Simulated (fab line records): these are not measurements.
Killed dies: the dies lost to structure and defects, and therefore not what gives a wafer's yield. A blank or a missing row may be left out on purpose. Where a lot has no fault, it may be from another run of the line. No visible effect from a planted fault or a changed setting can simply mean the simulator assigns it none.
Check of tool commonality | flow gf180mcu | Sample size 13 lots and 39 wafers

WHY THIS WAS OPENED
GF_VT_IMPLANT_TW_MEAS_10, reading VT_IMPLANT_TW: flagged on 2 of 13 lots. Fault-free wafers read 562.1, with a standard deviation of 2.5.
Rule: a lot is flagged when every wafer of it that has a number lies more than 4 standard deviations from that mean, or none has a number. As for the other lots, they are considered sound.

lot  | measured     | on            | VT_IMPLANT_TW, wafer by wafer | flag
L984 | day 5 16:39  | film_metro-04 | 564.0 562.6 563.9             |
L985 | day 5 23:46  | film_metro-03 | 559.4 560.6 561.8             |
L986 | day 6 07:52  | film_metro-03 | 558.6 559.9 557.5             |
L987 | day 6 10:53  | film_metro-01 | 561.4 561.3 562.0             |
L990 | day 7 09:22  | film_metro-04 | 563.7 562.8 564.2             |
L992 | day 7 21:08  | film_metro-03 | 560.3 562.3 559.9             |
L993 | day 8 04:25  | film_metro-01 | 563.0 563.3 561.9             |
L994 | day 8 09:25  | film_metro-04 | 563.9 563.6 566.7             |
L996 | day 8 20:05  | film_metro-01 | 563.6 565.1 567.1             |
L997 | day 9 03:56  | film_metro-04 | 560.2 563.7 562.8             |
L999 | day 9 17:14  | film_metro-04 | 700.0 695.6 691.3             | FLAGGED
L101 | day 10 03:20 | film_metro-01 | 700.8 699.0 697.3             | FLAGGED
L105 | day 10 23:56 | film_metro-01 | 561.2 561.1 562.3             |
Average over the flagged lots: 697.3; offset from the usual +135.2, equal to +54 standard deviations.

TOOL THAT RAN EACH LOT
Before the reading, the record contains 2 process steps out of a 602-step route. Cell contents, in order: the tool; ch with the chambers the sampled wafers went through; the start.
lot  | flag    | GF_VT_IMPLANT_IMPLANT_08        | GF_VT_IMPLANT_STRIP_09
L984 |         | implanter-01 ch 0, day 5 16:25  | plasma_asher-04 ch 0,1, day 5 16:32
L985 |         | implanter-01 ch 0, day 5 23:31  | plasma_asher-03 ch 0,1, day 5 23:40
L986 |         | implanter-02 ch 0, day 6 07:35  | plasma_asher-04 ch 0, day 6 07:44
L987 |         | implanter-01 ch 0, day 6 10:40  | plasma_asher-02 ch 0,1, day 6 10:47
L990 |         | implanter-01 ch 0, day 7 09:07  | plasma_asher-02 ch 0,1, day 7 09:16
L992 |         | implanter-04 ch 0, day 7 20:53  | plasma_asher-03 ch 0,1, day 7 21:02
L993 |         | implanter-04 ch 0, day 8 04:10  | plasma_asher-02 ch 1, day 8 04:19
L994 |         | implanter-01 ch 0, day 8 09:11  | plasma_asher-03 ch 0, day 8 09:19
L996 |         | implanter-02 ch 0, day 8 19:50  | plasma_asher-03 ch 0,1, day 8 19:59
L997 |         | implanter-04 ch 0, day 9 03:43  | plasma_asher-04 ch 0,1, day 9 03:50
L999 | FLAGGED | implanter-04 ch 0, day 9 16:41  | plasma_asher-03 ch 0,1, day 9 17:07
L101 | FLAGGED | implanter-04 ch 0, day 10 02:47 | plasma_asher-04 ch 0,1, day 10 03:14
L105 |         | implanter-02 ch 0, day 10 23:41 | plasma_asher-04 ch 0,1, day 10 23:50
What these steps do:
- GF_VT_IMPLANT_IMPLANT_08
- GF_VT_IMPLANT_STRIP_09: strips in O2/N2.
- GF_VT_IMPLANT_TW_MEAS_10

FLAGGED OVER TOTAL, TOOL BY TOOL (the gauges that took the reading come last)
step                     | tool            | lots run | flagged | share of the flagged lots | sound lots run after its first flagged lot
GF_VT_IMPLANT_IMPLANT_08 | implanter-01    | 5        | 0       | none                      | -
GF_VT_IMPLANT_IMPLANT_08 | implanter-02    | 3        | 0       | none                      | -
GF_VT_IMPLANT_IMPLANT_08 | implanter-04    | 5        | 2       | all                       | 0
GF_VT_IMPLANT_STRIP_09   | plasma_asher-02 | 3        | 0       | none                      | -
GF_VT_IMPLANT_STRIP_09   | plasma_asher-03 | 5        | 1       | some                      | 0
GF_VT_IMPLANT_STRIP_09   | plasma_asher-04 | 5        | 1       | some                      | 1 (L105)
GF_VT_IMPLANT_TW_MEAS_10 | film_metro-01   | 5        | 1       | some                      | 1 (L105)
GF_VT_IMPLANT_TW_MEAS_10 | film_metro-03   | 3        | 0       | none                      | -
GF_VT_IMPLANT_TW_MEAS_10 | film_metro-04   | 5        | 1       | some                      | 0

WHAT THE TABLE PERMITS
All flagged lots share 1 row of the table, namely implanter-04 at GF_VT_IMPLANT_IMPLANT_08.
- implanter-04 at GF_VT_IMPLANT_IMPLANT_08 ran 5 lots, 2 of them flagged. Last sound lot L997 at day 9 03:43, first flagged lot L999 at day 9 16:41; a fault beginning in between fits.
implanter-04 at GF_VT_IMPLANT_IMPLANT_08 is the single tool remaining.

WHAT WAS PUT IN BY THE SIMULATOR
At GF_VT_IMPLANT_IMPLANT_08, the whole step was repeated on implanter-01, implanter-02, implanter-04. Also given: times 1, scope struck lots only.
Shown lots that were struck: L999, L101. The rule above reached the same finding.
